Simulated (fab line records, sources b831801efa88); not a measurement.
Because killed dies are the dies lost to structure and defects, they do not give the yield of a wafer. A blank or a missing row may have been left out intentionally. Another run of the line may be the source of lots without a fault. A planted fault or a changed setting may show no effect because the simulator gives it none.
Chamber matching || flow gf180mcu || GF_SAB_CVD_00 on pecvd-03: 3 sister chambers
The step deposits SiO2 from TEOS, target thk 50 nm, time 4.9302 s. 3 wafers are shown with their chamber, then 7 later ones without.

== WAFERS WITH THEIR CHAMBER ==
{"wafer": "L575.5", "chamber": 1, "heater power w (W)": 521}
{"wafer": "L576.1", "chamber": 2, "heater power w (W)": 590}
{"wafer": "L576.5", "chamber": 0, "heater power w (W)": 824}

== WAFERS WITHOUT THEIR CHAMBER ==
{"wafer": "L576.6", "heater power w (W)": 584}
{"wafer": "L577.1", "heater power w (W)": 785}
{"wafer": "L577.4", "heater power w (W)": 502}
{"wafer": "L577.5", "heater power w (W)": 497}
{"wafer": "L587.2", "heater power w (W)": 591}
{"wafer": "L587.3", "heater power w (W)": 508}
{"wafer": "L587.5", "heater power w (W)": 511}

== WHICH CHAMBER EACH ONE RAN IN ==
{"wafer": "L576.6", "from the rows above": 2, "in truth": 2}
{"wafer": "L577.1", "from the rows above": 0, "in truth": 0}
{"wafer": "L577.4", "from the rows above": 1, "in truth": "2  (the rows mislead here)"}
{"wafer": "L577.5", "from the rows above": 1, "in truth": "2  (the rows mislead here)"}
{"wafer": "L587.2", "from the rows above": 2, "in truth": 2}
{"wafer": "L587.3", "from the rows above": 1, "in truth": 1}
{"wafer": "L587.5", "from the rows above": 1, "in truth": 1}
5 of 7 placed correctly. Not placeable from these rows: 0. Wrongly placed: 2.
How it was worked out, from the rows above alone: a wafer's distance from a chamber is the root of the sum, over the readings, of the square of ((its reading less the chamber's mean) divided by the reading's scatter). The wafer belongs to the nearest chamber; if the next one is less than 2 further off, it can't be placed. A chamber's mean is the mean of its shown wafers. The scatter: with one shown wafer a chamber, the root of the mean of the squares of how far each hidden wafer lies from its nearest shown one.
